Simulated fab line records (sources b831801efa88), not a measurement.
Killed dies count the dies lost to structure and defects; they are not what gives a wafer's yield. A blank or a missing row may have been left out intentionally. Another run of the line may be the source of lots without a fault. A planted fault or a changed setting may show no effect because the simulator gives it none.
A single fault, viewed from 2 desks | flow gf180mcu | only its own numbers are on each desk; what lay behind them is given at the end

TOOL OWNER'S DESK, iline stepper-02
The tool's own readings at GF_HV_LDD_EXPOSE_28 (exposes mask Nplus HV AREA, target cd 400 nm): means of the sampled wafers that have a number, for each lot that ran on this tool. If a lot's mean is further than 4 standard deviations from the usual mean, the lot is out of limits and carries the mark OUT (the distance appears in the brackets).
Columns: A = stage vel mm s at GF_HV_LDD_EXPOSE_28, usual 499.98 mm/s
lot  | first seen here | A
L442 | day 11 11:47    | 499.85
L444 | day 12 07:16    | 500.34
L448 | day 13 16:29    | 499.96
L447 | day 14 03:04    | 499.80
L452 | day 15 02:20    | 500.08
L453 | day 15 14:41    | 499.94
L455 | day 15 22:49    | 499.86
L459 | day 17 00:16    | 500.05
L460 | day 17 08:21    | 500.11
This desk's finding: nothing out of limits on any of the 9 lots.

FROM THE METROLOGY DESK
Means of the sampled wafers that have a number, per lot and without regard to the tool the lot ran on: this is what the gauges read. If a lot's mean is further than 4 standard deviations from the usual mean, the lot is out of limits and carries the mark OUT (the distance appears in the brackets).
Columns: A = HV_LDD_02_OVL at GF_HV_LDD_OVL_MEAS_32, usual -0.4 nm; B = HV_LDD_CVD_56_THK at GF_HV_LDD_THK_MEAS_57, usual 89.7 nm; C = NSD_OVL at GF_NSD_OVL_MEAS_08, usual -0.5 nm
lot  | first seen here | A              | B    | C
L441 | day 11 10:12    | -1.4           | 90.0 | -0.1
L442 | day 11 21:38    | -0.1           | 89.2 | 0.6
L444 | day 12 16:22    | -0.6           | 88.8 | -0.5
L448 | day 14 02:55    | 0.3            | 90.7 | -0.5
L447 | day 14 12:58    | -1.2           | 90.0 | 1.0
L450 | day 15 05:46    | -1.7           | 89.4 | 0.3
L451 | day 15 06:05    | 1.1            | 90.5 | -1.3
L452 | day 15 12:31    | 0.6            | 89.7 | -0.1
L453 | day 16 02:23    | 0.0            | 89.1 | -0.4
L455 | day 16 09:17    | -0.3           | 90.1 | 0.1
L459 | day 17 10:55    | 54.4 (+34) OUT | -    | -
L460 | day 17 19:46    | 54.6 (+34) OUT | -    | -
L464 | day 19 14:41    | -3.3           | 89.5 | -0.3
This desk's finding: out of limits on L459, L460; first on L459, day 17 10:55 (HV_LDD_02_OVL at GF_HV_LDD_OVL_MEAS_32). Within limits: L441, L442, L444, L448, L447, L450, L451, L452, L453, L455, L464.

BROUGHT TOGETHER
L459, L460 would have let the metrology desk raise an alarm at day 17 10:55.
Nothing out of limits was seen by the tool owner's desk.
On record at the tool owner's desk: L459, L460, within its limits.
Of the lots named, all ran GF_HV_LDD_EXPOSE_28 on iline stepper-02.

WHAT HAD BEEN PUT IN BY THE SIMULATOR
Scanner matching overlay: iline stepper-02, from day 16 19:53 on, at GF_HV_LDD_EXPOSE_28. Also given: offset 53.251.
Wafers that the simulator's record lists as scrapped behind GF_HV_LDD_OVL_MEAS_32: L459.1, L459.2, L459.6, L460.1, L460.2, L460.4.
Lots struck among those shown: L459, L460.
Delay in hours, fault start to first out-of-limits reading, per desk: metrology desk 15.
